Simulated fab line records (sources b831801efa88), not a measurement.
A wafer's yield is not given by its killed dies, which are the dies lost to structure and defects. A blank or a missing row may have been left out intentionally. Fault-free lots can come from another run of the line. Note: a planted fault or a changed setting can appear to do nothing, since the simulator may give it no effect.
fab line records -- flow gf180mcu
record lots=12, wafers=36, last_day=36
route steps=602 shown PSD@254 V2@400 M3@425
lots untouched by any fault: they come from a run of this same line in which no faults occurred
start_h: start of the lot's first displayed wafer, in hours after the record's first day -- wait_h: hours elapsed since this lot's preceding step -- " unchanged from the row above -- L1.1+2: a single row standing in for several wafers -- - either no value or no given start -- * or withheld: withheld -- < > ~ a bound
route shown NAME@n: a module of which the file shows steps, and the number in the route of the first -- usual: average and standard deviation across the fault-free wafers -- same: alike in all rows -- chamber/n: place in a boat -- sites: each site's reading -- _std_site: standard deviation across them -- _edge_site: mean of outer sites minus mean of inner sites -- radius_mm: how far each site lies from the wafer's centre -- mask NAME#n: copy n -- behind: the last tool/chamber to shape the wafer -- hold: what put the lot on hold/how long, in hours/how the hold closed -- device: the n, p or np transistor that did not switch -- end of line: the route-end tests of the same wafers -- a step with no rows: only its recipe -- killed: not the wafer's yield, but the dies lost to structure and defects at the first sort -- map: a wafer's dies, x killed, . not, _ none there
set.NAME: setting as actually run; set.NAME@STEP: the setting as run at that earlier step -- model.NAME: the simulator's own value behind a step, which no gauge read
a sample of lots followed through the steps of the route, with each step as a table and each wafer as a row
services: from which hour (start_h, from the record's first day; less than 0 if before it) a tool's chamber was out of use, for how many hours, and why
## steps
# step GF_PSD_DEVELOP_06
# recipe develop_time_s=60, dev_temp_c=23
# usual chill_plate_temp_C=23.00/0.11
lot.wafer,tool,chamber,start_h,wait_h,chill_plate_temp_C
L502.3,litho_track-04,0,369.71,0.1,23.06
L502.5,litho_track-04,0,369.71,0.1,22.89
L502.6,litho_track-04,0,369.71,0.1,22.94
L503.1,litho_track-03,0,376.27,0.1,23.00
L503.4,litho_track-03,0,376.27,0.1,23.05
L503.6,litho_track-03,0,376.27,0.1,23.19
L504.1,litho_track-03,0,385.27,0.1,22.87
L504.3,litho_track-03,0,385.27,0.1,22.79
L504.5,litho_track-03,0,385.27,0.1,22.84
L505.1,litho_track-03,0,389.52,0.1,23.00
L505.5,litho_track-03,0,389.52,0.1,22.95
L505.6,litho_track-03,0,389.52,0.1,23.06
L506.1,litho_track-04,0,401.56,0.1,23.02
L506.2,litho_track-04,0,401.56,0.1,22.98
L506.6,litho_track-04,0,401.56,0.1,23.01
L507.2,litho_track-03,0,408.19,0.1,23.08
L507.3,litho_track-03,0,408.19,0.1,23.19
L507.4,litho_track-03,0,408.19,0.1,23.07
L510.1,litho_track-01,0,434.14,0.1,22.91
L510.2,litho_track-01,0,434.14,0.1,23.01
L510.6,litho_track-01,0,434.14,0.1,23.13
L512.1,litho_track-03,0,450.77,0.1,23.00
L512.3,litho_track-03,0,450.77,0.1,23.17
L512.6,litho_track-03,0,450.77,0.1,23.12
L513.1,litho_track-01,0,456.79,0.1,22.96
L513.5,litho_track-01,0,456.79,0.1,23.07
L513.6,litho_track-01,0,456.79,0.1,22.94
L519.4,litho_track-03,0,504.84,0.1,23.09
L519.5,litho_track-03,0,504.84,0.1,23.00
L519.6,litho_track-03,0,504.84,0.1,23.06
L522.1,litho_track-04,0,528.01,0.1,23.19
L522.3,litho_track-04,0,528.01,0.1,23.10
L522.4,litho_track-04,0,528.01,0.1,23.28
L524.3,litho_track-01,0,541.74,0.1,22.86
L524.4,litho_track-01,0,541.74,0.1,22.93
L524.5,litho_track-01,0,541.74,0.1,22.80
# step GF_PSD_CD_MEAS_07
# recipe target_cd_nm=400
# usual cd_nm=399.9/2.2
lot.wafer,tool,chamber,start_h,wait_h,cd_nm
L502.3,cd_sem-01,-,369.85,0.1,403.4
L502.5,cd_sem-01,-,369.85,0.1,402.1
L502.6,cd_sem-01,-,369.85,0.1,405.2
L503.1,cd_sem-01,-,376.42,0.1,402.3
L503.4,cd_sem-01,-,376.42,0.1,401.6
L503.6,cd_sem-01,-,376.42,0.1,400.4
L504.1,cd_sem-02,-,385.42,0.1,400.8
L504.3,cd_sem-02,-,385.42,0.1,399.4
L504.5,cd_sem-02,-,385.42,0.1,400.2
L505.1,cd_sem-02,-,389.67,0.1,401.4
L505.5,cd_sem-02,-,389.67,0.1,400.4
L505.6,cd_sem-02,-,389.67,0.1,399.9
L506.1,cd_sem-02,-,401.71,0.1,400.6
L506.2,cd_sem-02,-,401.71,0.1,400.4
L506.6,cd_sem-02,-,401.71,0.1,402.6
L507.2,cd_sem-01,-,408.34,0.1,398.8
L507.3,cd_sem-01,-,408.34,0.1,397.5
L507.4,cd_sem-01,-,408.34,0.1,398.0
L510.1,cd_sem-01,-,434.29,0.1,399.9
L510.2,cd_sem-01,-,434.29,0.1,400.1
L510.6,cd_sem-01,-,434.29,0.1,398.9
L512.1,cd_sem-01,-,450.92,0.1,402.6
L512.3,cd_sem-01,-,450.92,0.1,401.7
L512.6,cd_sem-01,-,450.92,0.1,399.8
L513.1,cd_sem-01,-,456.94,0.1,399.4
L513.5,cd_sem-01,-,456.94,0.1,398.4
L513.6,cd_sem-01,-,456.94,0.1,398.7
L519.4,cd_sem-02,-,504.98,0.1,406.7
L519.5,cd_sem-02,-,504.98,0.1,407.3
L519.6,cd_sem-02,-,504.98,0.1,408.7
L522.1,cd_sem-01,-,528.16,0.1,399.6
L522.3,cd_sem-01,-,528.16,0.1,399.8
L522.4,cd_sem-01,-,528.16,0.1,397.7
L524.3,cd_sem-02,-,541.88,0.1,403.0
L524.4,cd_sem-02,-,541.88,0.1,402.1
L524.5,cd_sem-02,-,541.88,0.1,401.9
# step GF_V2_STRIP_18
# recipe chemistry=O2/N2, power_w=1400, pressure_mtorr=1500, platen_temp_c=250, o2_flow_sccm=3000, n2_flow_sccm=300, overash_fraction=0.5
# usual drypump_motor_current_A=5.93/0.29, heater_power_w=339/40, oes_product_au=0.593/0.005
lot.wafer,tool,chamber,start_h,wait_h,drypump_motor_current_A,heater_power_w,oes_product_au,rf_hours_counter_h
L502.3,plasma_asher-04,0,526.53,-,5.65,385,0.578,-
L502.5,plasma_asher-04,1,526.53,-,5.74,319,0.593,-
L502.6,plasma_asher-04,0,526.53,-,5.65,378,0.593,-
L503.1,plasma_asher-02,1,533.59,-,6.23,406,0.596,66
L503.4,plasma_asher-02,1,533.59,-,6.23,397,0.597,-
L503.6,plasma_asher-02,1,533.59,-,6.24,381,0.592,-
L504.1,plasma_asher-04,1,542.39,-,5.75,313,0.600,92
L504.3,plasma_asher-04,1,542.39,-,5.75,315,0.595,-
L504.5,plasma_asher-04,0,542.39,-,5.65,379,0.593,-
L505.1,plasma_asher-04,0,546.10,-,5.67,381,0.593,93
L505.5,plasma_asher-04,0,546.10,-,5.63,393,0.598,-
L505.6,plasma_asher-04,1,546.10,-,5.75,321,0.596,-
L506.1,plasma_asher-03,0,558.55,-,5.81,298,0.589,14
L506.2,plasma_asher-03,1,558.55,-,6.57,299,0.586,14
L506.6,plasma_asher-03,1,558.55,-,6.58,286,0.596,-
L507.2,plasma_asher-02,1,563.54,-,6.28,393,0.586,69
L507.3,plasma_asher-02,1,563.54,-,6.28,389,0.590,-
L507.4,plasma_asher-02,0,563.54,-,5.91,308,0.598,-
L510.1,plasma_asher-03,1,589.60,-,6.55,296,0.593,17
L510.2,plasma_asher-03,0,589.60,-,5.82,298,0.586,17
L510.6,plasma_asher-03,1,589.60,-,6.55,298,0.590,-
L512.1,plasma_asher-03,1,605.36,-,6.56,298,0.593,19
L512.3,plasma_asher-03,1,605.36,-,6.58,293,0.592,-
L512.6,plasma_asher-03,0,605.36,-,5.78,298,0.598,-
L513.1,plasma_asher-04,1,610.45,-,5.76,317,0.592,100
L513.5,plasma_asher-04,0,610.45,-,5.63,380,0.587,-
L513.6,plasma_asher-04,1,610.45,-,5.74,310,0.602,-
L519.4,plasma_asher-04,1,651.43,-,5.77,320,0.593,-
L519.5,plasma_asher-04,0,651.43,-,5.64,372,0.599,-
L519.6,plasma_asher-04,1,651.43,-,5.78,318,0.597,-
L522.1,plasma_asher-02,1,670.69,-,6.22,397,0.590,78
L522.3,plasma_asher-02,0,670.69,-,5.97,312,0.597,-
L522.4,plasma_asher-02,1,670.69,-,6.23,395,0.583,-
L524.3,plasma_asher-04,0,683.53,-,5.66,378,0.583,-
L524.4,plasma_asher-04,1,683.53,-,5.75,314,0.579,-
L524.5,plasma_asher-04,1,683.53,-,5.74,310,0.590,-
# step GF_V2_CMP_26
# recipe stop_on=SiO2, down_force_psi=3.5, platen_rpm=60, t_overpolish_s=15, target_thk_nm=0, pad_velocity_m_s=0.94248
# usual motor_current_A=10.7/1.2, overpolish_run_s=15.000/0.0089, time_to_endpoint_s=90/4.4
lot.wafer,tool,chamber,start_h,wait_h,motor_current_A,overpolish_run_s,time_to_endpoint_s
L502.3,cmp-01,2,527.58,0.2,10.2,15.002,79
L502.5,cmp-01,3,527.58,0.2,8.9,15.012,85
L502.6,cmp-01,0,527.58,0.2,11.0,14.999,84
L503.4,cmp-02,1,534.63,0.1,13.6,15.006,91
L503.1,cmp-02,2,534.63,0.1,11.4,15.000,85
L503.6,cmp-02,3,534.63,0.1,9.9,15.001,100
L504.3,cmp-02,0,543.48,0.1,10.5,14.996,98
L504.1,cmp-02,1,543.48,0.1,13.4,15.002,95
L504.5,cmp-02,2,543.48,0.1,10.8,14.987,93
L505.1,cmp-01,3,547.13,0.1,8.6,14.993,88
L505.5,cmp-01,1,547.13,0.1,10.3,15.004,91
L505.6,cmp-01,2,547.13,0.1,10.2,14.995,89
L506.1,cmp-01,1,559.58,0.1,10.3,15.005,91
L506.2,cmp-01,2,559.58,0.1,10.8,15.004,89
L506.6,cmp-01,3,559.58,0.1,8.9,15.003,89
L507.4,cmp-02,2,564.47,0.0,11.3,14.991,92
L507.3,cmp-02,3,564.47,0.0,10.1,15.000,98
L507.2,cmp-02,0,564.47,0.0,9.8,15.007,94
L510.2,cmp-02,1,590.58,0.1,12.7,14.994,89
L510.1,cmp-02,3,590.58,0.1,10.4,15.000,94
L510.6,cmp-02,1,590.58,0.1,13.1,14.990,86
L512.1,cmp-01,1,606.47,0.2,10.5,15.005,91
L512.3,cmp-01,2,606.47,0.2,10.3,15.001,88
L512.6,cmp-01,1,606.47,0.2,10.8,15.011,89
L513.1,cmp-02,2,611.48,0.1,11.6,14.996,89
L513.5,cmp-02,0,611.48,0.1,10.7,14.998,93
L513.6,cmp-02,1,611.48,0.1,13.4,14.984,86
L519.4,cmp-02,1,652.42,0.1,13.4,15.011,94
L519.6,cmp-02,3,652.42,0.1,9.4,15.000,98
L519.5,cmp-02,0,652.42,0.1,11.5,14.998,93
L522.3,cmp-01,3,671.66,0.0,8.8,14.998,85
L522.1,cmp-01,0,671.66,0.0,10.6,14.988,87
L522.4,cmp-01,1,671.66,0.0,10.1,15.008,90
L524.3,cmp-02,2,684.76,0.3,11.0,15.000,91
L524.4,cmp-02,3,684.76,0.3,10.2,15.009,99
L524.5,cmp-02,1,684.76,0.3,12.1,14.994,92
# step GF_M3_METAL_ETCH_16
# recipe chemistry=Cl2/BCl3, mask_material=KrF, target_depth_nm=750.8, stop_on=SiO2, pressure_mtorr=8, icp_w=800, bias_w=140, Cl2_flow_sccm=80, bcl3_flow_sccm=40, time_s=125.1
# usual bias_w=139.9/0.42, drypump_motor_current_A=5.6/0.47, oes_product_au=0.991/0.0061, throttle_valve_pct=28.230/0.011
lot.wafer,tool,chamber,start_h,wait_h,bias_w,drypump_motor_current_A,oes_product_au,rf_hours_counter_h,throttle_valve_pct
L502.3,rie_metal-01,1,552.69,0.1,140.8,6.5,0.996,-,28.218
L502.5,rie_metal-01,0,552.69,0.1,140.0,5.5,0.995,-,28.232
L502.6,rie_metal-01,1,552.69,0.1,140.9,6.4,0.998,-,28.221
L503.1,rie_metal-01,0,558.86,0.0,140.3,5.5,0.992,3,28.232
L503.4,rie_metal-01,0,558.86,0.0,140.1,5.5,0.993,-,28.205
L503.6,rie_metal-01,1,558.86,0.0,140.2,6.5,0.988,-,28.232
L504.1,rie_metal-03,1,567.14,0.0,140.6,5.3,0.975,7,28.244
L504.3,rie_metal-03,1,567.14,0.0,139.2,5.2,0.988,-,28.230
L504.5,rie_metal-03,1,567.14,0.0,139.2,5.2,0.978,-,28.264
L505.1,rie_metal-03,0,571.27,0.0,140.0,5.5,0.990,3,28.228
L505.5,rie_metal-03,1,571.27,0.0,139.7,5.2,0.982,-,28.236
L505.6,rie_metal-03,0,571.27,0.0,140.9,5.5,0.989,-,28.217
L506.1,rie_metal-01,0,583.07,0.0,139.6,5.5,0.991,4,28.233
L506.2,rie_metal-01,1,583.07,0.0,139.8,6.4,0.999,10,28.223
L506.6,rie_metal-01,0,583.07,0.0,139.8,5.5,0.992,-,28.232
L507.2,rie_metal-03,0,588.47,0.0,140.6,5.5,1.001,3,28.224
L507.3,rie_metal-03,1,588.47,0.0,140.1,5.3,0.981,-,28.236
L507.4,rie_metal-03,0,588.47,0.0,140.1,5.5,0.991,-,28.237
L510.1,rie_metal-01,0,613.69,0.0,140.0,5.5,0.994,5,28.231
L510.2,rie_metal-01,1,613.69,0.0,139.8,6.4,0.989,11,28.233
L510.6,rie_metal-01,0,613.69,0.0,139.9,5.5,0.994,-,28.235
L512.1,rie_metal-04,1,629.14,0.0,139.9,5.0,0.988,13,28.257
L512.3,rie_metal-04,1,629.14,0.0,140.5,5.0,0.996,-,28.239
L512.6,rie_metal-04,0,629.14,0.0,140.8,6.2,0.993,-,28.228
L513.1,rie_metal-04,1,633.59,0.0,140.3,5.0,0.984,14,28.229
L513.5,rie_metal-04,1,633.59,0.0,140.2,5.0,0.987,-,28.227
L513.6,rie_metal-04,0,633.59,0.0,140.3,6.2,1.000,-,28.240
L519.4,rie_metal-03,1,674.06,0.1,139.6,5.2,0.987,-,28.241
L519.5,rie_metal-03,1,674.06,0.1,139.4,5.3,0.985,-,28.239
L519.6,rie_metal-03,0,674.06,0.1,141.1,5.5,1.000,-,28.223
L522.1,rie_metal-03,0,692.58,0.0,140.0,5.5,0.986,7,28.243
L522.3,rie_metal-03,0,692.58,0.0,139.2,5.5,1.000,-,28.230
L522.4,rie_metal-03,1,692.58,0.0,139.5,5.3,0.978,-,28.262
L524.3,rie_metal-03,0,705.26,0.1,139.7,5.5,0.990,-,28.232
L524.4,rie_metal-03,1,705.26,0.1,140.1,5.3,0.985,-,28.221
L524.5,rie_metal-03,0,705.26,0.1,139.7,5.5,0.992,-,28.249
## services
tool,chamber,start_h,hours,kind
cmp-02,-,370.19,3.1,repair
cmp-01,-,374.57,1.0,repair
cmp-01,-,388.70,0.4,repair
rie_metal-03,-,397.96,2.8,pm
cmp-01,-,404.00,4.0,pm
cmp-01,-,413.12,1.7,repair
cmp-02,-,433.50,0.9,repair
cmp-01,-,479.56,0.9,repair
cmp-02,-,483.65,5.9,pm
cmp-01,-,498.90,4.0,repair
cmp-02,-,522.74,5.2,pm
plasma_asher-04,-,534.12,0.4,repair
cmp-01,-,534.52,4.0,repair
cmp-01,-,568.51,2.8,repair
cmp-02,-,572.32,4.0,pm
cmp-02,-,580.85,1.3,repair
cmp-02,-,603.80,7.0,repair
cmp-01,-,609.64,1.2,repair
cmp-01,-,631.18,1.2,repair
cmp-01,-,641.41,7.2,pm
cmp-02,-,647.97,1.3,repair
cmp-01,-,649.35,2.1,repair
cmp-02,-,672.35,0.8,repair
plasma_asher-04,-,687.93,1.0,repair
## key
first_sign step=GF_PSD_CD_MEAS_07, reading=cd_nm, direction=up, sigmas=3.5, usual=399.9, struck=407.6, through=control_loop
effect none on later readings
met_at GF_PSD_DEVELOP_06
struck_lots L519
tester_left_out L519
loop_trim step=GF_PSD_EXPOSE_04, setting=dose, lots=L519
not_acting_at GF_V2_STRIP_18,GF_V2_CMP_26,GF_M3_METAL_ETCH_16
onset_between 450.77 504.84
fault kind=process_parameter_drift, tool=litho_track-03, chamber=-, onset_h=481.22, steps=GF_PSD_DEVELOP_06, channel=develop_time_s, offset=*, shape=step, end_h=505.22, acts_in=*, stated=*
# tester_left_out: of these lots the tester's yield and bins aren't shown, on N5 and GAA mostly nor the transistor test; their killed dies are dies lost to structure and defects alone, not to doping, threshold or leakage, so they don't give the yield
# loop_trim: a control loop set the setting to another value than it would have without faults
